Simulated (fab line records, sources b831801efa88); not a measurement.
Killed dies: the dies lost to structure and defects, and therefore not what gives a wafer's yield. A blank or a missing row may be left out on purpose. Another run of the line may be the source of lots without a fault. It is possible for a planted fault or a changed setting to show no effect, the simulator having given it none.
fab line records	flow sky130
record: lots: 12	wafers: 34	last_day: 50
route steps=708 shown FIELD_ISO@15 LI_CONTACT@381 METAL1@454 VIA1@471 PAD_OPEN@708
lots untouched by any fault: they come from a run of this same line in which no faults occurred
start_h: hours from the record's first day to the start of the lot's first wafer shown	wait_h: how many hours have passed since the lot's step before this one	" the same as in the row above	L1.1+2: one row covering several wafers at once	- no value, or no start was given	* or withheld: withheld	< > ~ a bound
route shown NAME@n: NAME is a module with steps in the file, n the number in the route of the first one	usual: average and standard deviation across the fault-free wafers	same: alike in all rows	chamber/n: place in a boat	sites: each site's reading	_std_site: how widely they spread, as a standard deviation	_edge_site: the outer-site mean with the inner-site mean subtracted	radius_mm: for every site, how far away it sits from the centre of the wafer	mask NAME#n: copy n	behind: the last tool/chamber to shape the wafer	hold: cause of the lot's hold/its duration in hours/its outcome	device: names the non-switching transistor (n, p or np)	end of line: tests run on the same wafers once the route is complete	a step without rows: its recipe alone	killed: dies that structure and defects cost at the first sort, which is not the same as the wafer's yield	map: shows each die of a wafer: x if killed, . if not, _ if none is there
set.NAME: the setting the step ran with; set.NAME@STEP: the setting that earlier step ran with	model.NAME: the simulator's own value behind a step, which no gauge read
route steps across a sampled set of lots; one table per step, one row per wafer
services: from which hour (start_h, from the record's first day; less than 0 if before it) a tool's chamber was out of use, for how many hours, and why
== steps ==
step: SKY_FIELD_ISO_ETCH_14
recipe: chemistry: N2/H2	target: BARC	ion_energy_ev: 200	source_w: 500	bias_w: 100	pressure_mtorr: 30	n2_flow_sccm: 100	h2_flow_sccm: 200	stop_on: SiO2	time_s: 45.9	target_depth_a: 600
usual: drypump_motor_current_A: 5.7/0.54	oes_product_au: 0.856/0.0049	run_length_s: 74.3/0.38	throttle_valve_pct: 13.225/0.0095
lot.wafer	tool	chamber	start_h	wait_h	drypump_motor_current_A	oes_product_au	rf_hours_counter_h	run_length_s	throttle_valve_pct
L582.1	rie_diel-01	2	29.27	0.1	4.8	0.856	3	74.6	13.224
L582.4	"	3	"	"	5.8	0.861	95	74.0	13.230
L582.5	"	3	"	"	5.7	0.854	-	74.3	13.229
L583.3	rie_diel-04	0	34.92	0.1	6.5	0.851	173	74.3	13.229
L583.4	"	2	"	"	5.6	0.856	148	74.4	13.216
L583.5	"	3	"	"	5.8	0.863	-	74.7	13.225
L584.3	rie_diel-03	3	40.92	0.1	4.8	0.852	172	75.2	13.225
L584.4	"	0	"	"	6.0	0.848	99	74.1	13.233
L584.6	"	0	"	"	6.1	0.861	-	74.3	13.226
L585.1	rie_diel-03	3	44.97	0.1	4.8	0.854	172	74.6	13.237
L585.4	"	0	"	"	6.1	0.850	99	74.4	13.228
L585.6	"	3	"	"	4.8	0.864	-	74.3	13.227
L586.2	rie_diel-03	2	50.90	0.1	5.7	0.856	38	74.4	13.212
L586.4	"	3	"	"	4.8	0.862	172	74.7	13.214
L586.6	"	1	"	"	5.8	0.850	-	74.4	13.217
L588.1	rie_diel-03	2	59.86	0.1	5.7	0.852	38	73.8	13.238
L588.2	"	1	"	"	5.8	0.855	117	74.3	13.235
L588.3	"	0	"	"	6.1	0.865	99	74.2	13.220
L593.2	rie_diel-04	3	85.15	0.1	5.8	0.858	106	74.8	13.228
L593.4	"	2	"	"	5.6	0.853	149	74.4	13.215
L593.5	"	1	"	"	6.2	0.849	-	74.2	13.238
L595.2	rie_diel-03	0	95.47	0.1	6.1	0.861	100	74.2	13.216
L595.5	"	1	"	"	5.8	0.858	-	74.1	13.220
L595.6	"	0	"	"	6.0	0.851	-	74.2	13.228
L598.1	rie_diel-03	3	111.35	0.1	4.8	0.648	1	108.6	13.214
L598.4	"	2	"	"	5.8	0.860	39	74.4	13.220
L599.1	rie_diel-03	3	116.62	0.1	4.8	0.651	1	108.7	13.195
L599.2	"	1	"	"	5.8	0.654	118	108.6	13.203
L604.2	rie_diel-03	1	147.57	0.1	5.8	0.653	119	108.8	13.211
L604.4	"	2	"	"	5.7	0.850	40	74.0	13.207
L604.6	"	3	"	"	4.8	0.855	-	74.6	13.235
L605.1	rie_diel-01	3	150.47	0.1	5.8	0.857	97	74.5	13.220
L605.4	"	0	"	"	4.9	0.848	6	74.2	13.221
L605.5	"	1	"	"	6.4	0.847	-	73.8	13.217
step: SKY_FIELD_ISO_STRIP_16
recipe: chemistry: O2/N2	power_w: 1400	pressure_mtorr: 1500	platen_temp_c: withheld	o2_flow_sccm: 3000	n2_flow_sccm: 300	overash_fraction: 0.5
usual: drypump_motor_current_A: 5.5/0.5	oes_product_au: 0.378/0.0051	strip_time_to_endpoint_s: 3.54/0.032
same: overash_fraction: 0.5
lot.wafer	tool	chamber	start_h	wait_h	drypump_motor_current_A	oes_product_au	rf_hours_counter_h	strip_time_to_endpoint_s
L582.1	plasma_asher-03	1	29.37	0.0	5.9	0.385	35	3.56
L582.4	"	0	"	"	6.5	0.366	-	3.54
L582.5	"	0	"	"	6.5	0.375	-	3.53
L583.3	plasma_asher-01	0	35.06	0.1	5.2	0.379	-	3.56
L583.4	"	1	"	"	5.4	0.367	-	3.50
L583.5	"	0	"	"	5.2	0.368	-	3.50
L584.3	plasma_asher-03	1	41.06	0.1	5.9	0.378	-	3.59
L584.4	"	0	"	"	6.6	0.386	-	3.58
L584.6	"	1	"	"	5.9	0.375	-	3.57
L585.1	plasma_asher-04	1	45.07	0.0	5.1	0.371	22	3.54
L585.4	"	1	"	"	5.1	0.375	-	3.57
L585.6	"	1	"	"	5.1	0.374	-	3.57
L586.2	plasma_asher-04	1	51.00	0.0	5.1	0.387	23	3.60
L586.4	"	0	"	"	5.2	0.382	-	3.60
L586.6	"	1	"	"	5.1	0.377	-	3.59
L588.1	plasma_asher-04	0	59.96	0.0	5.2	0.380	24	3.57
L588.2	"	1	"	"	5.1	0.382	24	3.55
L588.3	"	1	"	"	5.1	0.370	-	3.57
L593.2	plasma_asher-04	0	85.25	0.0	5.2	0.368	26	3.55
L593.4	"	0	"	"	5.2	0.373	-	3.54
L593.5	"	0	"	"	5.2	0.363	-	3.54
L595.2	plasma_asher-04	0	95.57	0.0	5.2	0.380	27	3.61
L595.5	"	0	"	"	5.2	0.377	-	3.56
L595.6	"	1	"	"	5.1	0.378	-	3.59
L598.1	plasma_asher-03	0	111.45	0.0	6.6	0.361	43	3.18
L598.4	"	0	"	"	6.6	0.386	-	3.56
L599.1	plasma_asher-03	0	116.72	0.0	6.5	0.360	44	3.14
L599.2	"	1	"	"	5.9	0.355	44	3.16
L604.2	plasma_asher-03	1	147.67	0.0	5.9	0.367	47	3.21
L604.4	"	0	"	"	6.5	0.380	-	3.56
L604.6	"	1	"	"	5.9	0.379	-	3.55
L605.1	plasma_asher-03	0	150.57	0.0	6.5	0.369	47	3.52
L605.4	"	1	"	"	5.9	0.378	-	3.52
L605.5	"	1	"	"	5.9	0.373	-	3.53
step: SKY_LI_CONTACT_SPUTTER_19
recipe: material: Ti	target_thk_nm: 20	chamber_pressure_pa: 5	power_w: 2500	substrate_temp_c: 200	time_s: 106.37
usual: chamber_pressure_pa: 5.000/0.01	throttle_valve_pct: 29.8/1.4
lot.wafer	tool	chamber	start_h	wait_h	chamber_pressure_pa	throttle_valve_pct
L582.1	pvd_sputter-02	-	676.24	0.0	5.003	29.6
L582.4	"	-	"	"	5.013	31.4
L582.5	"	-	"	"	5.008	29.6
L583.3	pvd_sputter-01	-	679.71	0.0	5.004	27.8
L583.4	"	-	"	"	4.990	31.6
L583.5	"	-	"	"	4.994	29.8
L584.3	pvd_sputter-01	-	696.48	0.0	4.994	27.5
L584.4	"	-	"	"	5.015	30.4
L584.6	"	-	"	"	5.018	31.4
L585.1	pvd_sputter-01	-	699.95	0.0	4.997	27.6
L585.4	"	-	"	"	5.011	31.8
L585.6	"	-	"	"	4.990	27.7
L586.2	pvd_sputter-01	-	710.82	0.0	5.012	30.4
L586.4	"	-	"	"	4.991	27.5
L586.6	"	-	"	"	5.002	31.4
L588.1	pvd_sputter-01	-	729.12	0.0	5.012	30.0
L588.2	"	-	"	"	5.012	31.5
L588.3	"	-	"	"	5.012	27.6
L593.2	pvd_sputter-01	-	763.78	0.0	5.002	30.6
L593.4	"	-	"	"	5.002	27.5
L593.5	"	-	"	"	5.013	27.7
L595.2	pvd_sputter-02	-	791.23	0.0	5.006	29.9
L595.5	"	-	"	"	5.013	27.9
L595.6	"	-	"	"	4.987	28.4
L598.1	pvd_sputter-02	-	803.91	0.0	4.984	31.8
L598.4	"	-	"	"	5.003	27.9
L599.1	pvd_sputter-04	-	814.38	0.0	5.017	30.6
L599.2	"	-	"	"	4.992	28.6
L604.2	pvd_sputter-01	-	851.63	0.0	4.995	27.6
L604.4	"	-	"	"	4.997	30.7
L604.6	"	-	"	"	4.998	29.7
L605.1	pvd_sputter-01	-	862.58	0.0	5.007	31.4
L605.4	"	-	"	"	4.967	30.1
L605.5	"	-	"	"	4.996	30.6
step: SKY_METAL1_STRIP_20
recipe: chemistry: O2/N2	power_w: 1400	pressure_mtorr: 1500	platen_temp_c: withheld	o2_flow_sccm: 3000	n2_flow_sccm: 300	overash_fraction: 0.5
usual: drypump_motor_current_A: 5.6/0.48	oes_product_au: 0.343/0.0045	strip_time_to_endpoint_s: 2.69/0.032
same: overash_fraction: 0.5
lot.wafer	tool	chamber	start_h	wait_h	drypump_motor_current_A	oes_product_au	rf_hours_counter_h	strip_time_to_endpoint_s
L582.1	plasma_asher-02	1	764.28	0.1	6.0	0.340	33	2.71
L582.4	"	0	"	"	5.9	0.349	-	2.71
L582.5	"	1	"	"	6.0	0.349	-	2.72
L583.3	plasma_asher-03	0	766.76	0.1	6.5	0.343	-	2.68
L583.4	"	1	"	"	5.9	0.341	-	2.71
L583.5	"	0	"	"	6.5	0.346	-	2.66
L584.3	plasma_asher-02	1	783.73	0.1	6.0	0.344	-	2.70
L584.4	"	0	"	"	5.9	0.337	-	2.66
L584.6	"	0	"	"	6.0	0.345	-	2.64
L585.1	plasma_asher-02	1	787.28	0.1	6.0	0.339	36	2.71
L585.4	"	1	"	"	6.0	0.339	-	2.70
L585.6	"	1	"	"	6.0	0.352	-	2.64
L586.2	plasma_asher-04	0	797.28	0.1	5.2	0.347	94	2.72
L586.4	"	0	"	"	5.2	0.344	-	2.72
L586.6	"	1	"	"	5.1	0.344	-	2.71
L588.1	plasma_asher-03	1	814.73	0.1	5.9	0.341	7	2.71
L588.2	"	0	"	"	6.4	0.341	7	2.68
L588.3	"	1	"	"	5.9	0.349	-	2.73
L593.2	plasma_asher-02	0	846.13	0.1	5.9	0.337	42	2.69
L593.4	"	0	"	"	5.9	0.345	-	2.71
L593.5	"	1	"	"	6.0	0.338	-	2.72
L595.2	plasma_asher-03	0	873.19	0.1	6.5	0.347	13	2.70
L595.5	"	0	"	"	6.5	0.340	-	2.66
L595.6	"	1	"	"	5.9	0.339	-	2.66
L598.1	plasma_asher-04	0	886.43	0.1	5.2	0.339	103	2.67
L598.4	"	1	"	"	5.1	0.350	-	2.71
L599.1	plasma_asher-04	0	896.01	0.1	5.2	0.337	104	2.66
L599.2	"	1	"	"	5.1	0.337	104	2.63
L604.2	plasma_asher-03	0	932.36	0.1	6.5	0.338	19	2.67
L604.4	"	1	"	"	5.9	0.342	-	2.67
L604.6	"	0	"	"	6.5	0.337	-	2.67
L605.1	plasma_asher-02	0	942.93	0.1	5.9	0.352	51	2.75
L605.4	"	1	"	"	6.0	0.342	-	2.73
L605.5	"	1	"	"	6.0	0.344	-	2.74
step: SKY_VIA1_OVL_MEAS_13
usual: VIA1_OVL: 1/5.1
lot.wafer	tool	chamber	start_h	wait_h	VIA1_OVL[nm]
L582.1	overlay-01	-	792.06	0.1	-6
L582.4	"	-	"	"	-13
L582.5	"	-	"	"	-7
L583.3	overlay-02	-	794.12	0.1	1
L583.4	"	-	"	"	-1
L583.5	"	-	"	"	10
L584.3	overlay-01	-	810.87	0.1	2
L584.4	"	-	"	"	-3
L584.6	"	-	"	"	-6
L585.1	overlay-01	-	815.06	0.1	-5
L585.4	"	-	"	"	-6
L585.6	"	-	"	"	-7
L586.2	overlay-01	-	824.65	0.1	-4
L586.4	"	-	"	"	5
L586.6	"	-	"	"	9
L588.1	overlay-01	-	841.71	0.1	4
L588.2	"	-	"	"	6
L588.3	"	-	"	"	3
L593.2	overlay-01	-	873.76	0.1	6
L593.4	"	-	"	"	10
L593.5	"	-	"	"	8
L595.2	overlay-01	-	900.26	0.1	-6
L595.5	"	-	"	"	-3
L595.6	"	-	"	"	-4
L598.1	overlay-02	-	913.27	0.1	-2
L598.4	"	-	"	"	0
L599.1	overlay-01	-	922.77	0.1	3
L599.2	"	-	"	"	0
L604.2	overlay-01	-	957.77	0.1	4
L604.4	"	-	"	"	-4
L604.6	"	-	"	"	5
L605.1	overlay-01	-	968.11	0.1	7
L605.4	"	-	"	"	0
L605.5	"	-	"	"	10
step: SKY_PAD_OPEN_PROBE_99
usual: killed_at_M0_to_M3: 44/7	killed_at_M4_up: 3.2/1.8	killed_at_contacts: 24/5.1	killed_at_front_end: 15/4.3	killed_at_other: 0.3/0.5	killed_dies: 86/9.6	killed_open: 48/7.1	killed_short: 38/6.7
same: gross_dies: 492	killed_at_back_side: 0
lot.wafer	tool	chamber	start_h	wait_h	killed_at_M0_to_M3	killed_at_M4_up	killed_at_contacts	killed_at_front_end	killed_at_other	killed_dies	killed_open	killed_short
L599.2	prober-02	-	1174.23	0.1	44	1	27	16	0	88	47	41
killed by level:class
L599.2 CONTACT:geometric_particle:open=11 VIA1:geometric_particle:open=10 VIA2:geometric_particle:open=9 CONTACT:geometric_particle:short=8 METAL2:geometric_particle:short=8 POLY_GATE:geometric_particle:short=6 VIA3:geometric_particle:open=6 FIELD_ISO:geometric_particle:open=5
== services ==
tool	chamber	start_h	hours	kind
plasma_asher-04	-	24.82	3.9	repair
pvd_sputter-01	-	78.25	5.5	repair
rie_diel-03	0	78.66	6.0	repair
rie_diel-03	-	120.30	0.9	repair
plasma_asher-04	-	142.21	0.7	repair
pvd_sputter-01	-	163.18	5.1	repair
rie_diel-03	1	184.54	13.4	repair
pvd_sputter-01	-	187.19	9.5	repair
plasma_asher-03	-	191.77	4.0	repair
plasma_asher-04	-	214.32	2.8	pm
rie_diel-03	2	223.32	8.1	repair
rie_diel-03	3	230.47	3.3	repair
rie_diel-03	0	232.66	8.7	repair
pvd_sputter-01	-	309.43	3.2	repair
plasma_asher-03	-	343.24	7.3	repair
plasma_asher-03	-	359.95	14.6	pm
pvd_sputter-01	-	380.40	2.1	repair
pvd_sputter-01	-	436.71	1.9	repair
pvd_sputter-01	-	463.86	2.7	repair
plasma_asher-03	-	523.86	3.9	repair
pvd_sputter-01	-	562.40	2.9	repair
plasma_asher-03	-	591.78	4.2	repair
plasma_asher-03	-	733.75	9.0	pm
plasma_asher-03	-	859.04	0.6	repair
== key ==
first_sign: step: SKY_FIELD_ISO_ETCH_14	reading: run_length_s	direction: up	sigmas: 92	usual: *	struck: *
effect: step: SKY_FIELD_ISO_ETCH_14	reading: oes_product_au	direction: down	sigmas: 42	usual: 0.856	struck: 0.652
effect: step: SKY_FIELD_ISO_STRIP_16	reading: strip_time_to_endpoint_s	direction: down	sigmas: 12	usual: *	struck: *
met_at SKY_FIELD_ISO_ETCH_14
struck_lots L598,L599,L604
struck_wafers L598.1,L599.1,L599.2,L604.2
tester_left_out L598,L599,L604
not_acting_at SKY_LI_CONTACT_SPUTTER_19,SKY_METAL1_STRIP_20,SKY_VIA1_OVL_MEAS_13
onset_between 95.47 111.35
fault: kind: process_parameter_drift	tool: rie_diel-03	chamber: -	onset_h: 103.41	steps: SKY_FIELD_ISO_ETCH_14	channel: time_s	offset: *	shape: step	end_h: 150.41	scope: struck_wafers_only	acts_in: *	stated: *
tester_left_out: of these lots the tester's yield and bins aren't shown, on N5 and GAA mostly nor the transistor test; their killed dies are dies lost to structure and defects alone, not to doping, threshold or leakage, so they don't give the yield
